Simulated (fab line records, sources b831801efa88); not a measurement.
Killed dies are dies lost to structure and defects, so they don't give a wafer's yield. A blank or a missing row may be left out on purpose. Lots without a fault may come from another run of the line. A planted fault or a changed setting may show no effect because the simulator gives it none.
One fault seen from 2 desks | flow sky130 | each desk has only its own numbers; what lay behind them comes last

THE TOOL OWNER'S DESK: pvd_sputter-03
The tool's own readings at SKY_METAL2_SPUTTER_01 (material TiN, target thk 20 nm, time 16.7 s): means of the sampled wafers that have a number, for each lot that ran on this tool. A lot is out of limits, marked OUT, if its mean lies more than 4 standard deviations from the usual mean; the brackets give that distance.
Columns: A = throttle_valve_pct at SKY_METAL2_SPUTTER_01, usual 30.3 %
lot  | first seen here | A
L413 | day 35 13:50    | 30.2
L429 | day 39 19:51    | 30.2
L431 | day 40 14:32    | 30.8
This desk's finding: nothing out of limits on any of the 3 lots.

THE METROLOGY DESK
What the gauges read, lot by lot, whatever tool the lot ran on: means of the sampled wafers that have a number. A lot is out of limits, marked OUT, if its mean lies more than 4 standard deviations from the usual mean; the brackets give that distance.
Columns: A = VIA1_W_RS at SKY_VIA1_RS_MEAS_22, usual 0.425 ohm/sq; B = VIA1_W_THK at SKY_VIA1_THK_MEAS_23, usual 275 nm
lot  | first seen here | A     | B
L412 | day 35 08:44    | 0.420 | 279
L413 | day 35 13:14    | 0.428 | 275
L416 | day 36 09:49    | 0.423 | 274
L417 | day 36 18:14    | 0.428 | 274
L429 | day 39 19:23    | 0.414 | 283
L431 | day 40 14:04    | 0.422 | 277
This desk's finding: nothing out of limits on any of the 6 lots.

PUT TOGETHER
The tool owner's desk saw nothing out of limits.
The metrology desk saw nothing out of limits.

WHAT THE SIMULATOR HAD PUT IN
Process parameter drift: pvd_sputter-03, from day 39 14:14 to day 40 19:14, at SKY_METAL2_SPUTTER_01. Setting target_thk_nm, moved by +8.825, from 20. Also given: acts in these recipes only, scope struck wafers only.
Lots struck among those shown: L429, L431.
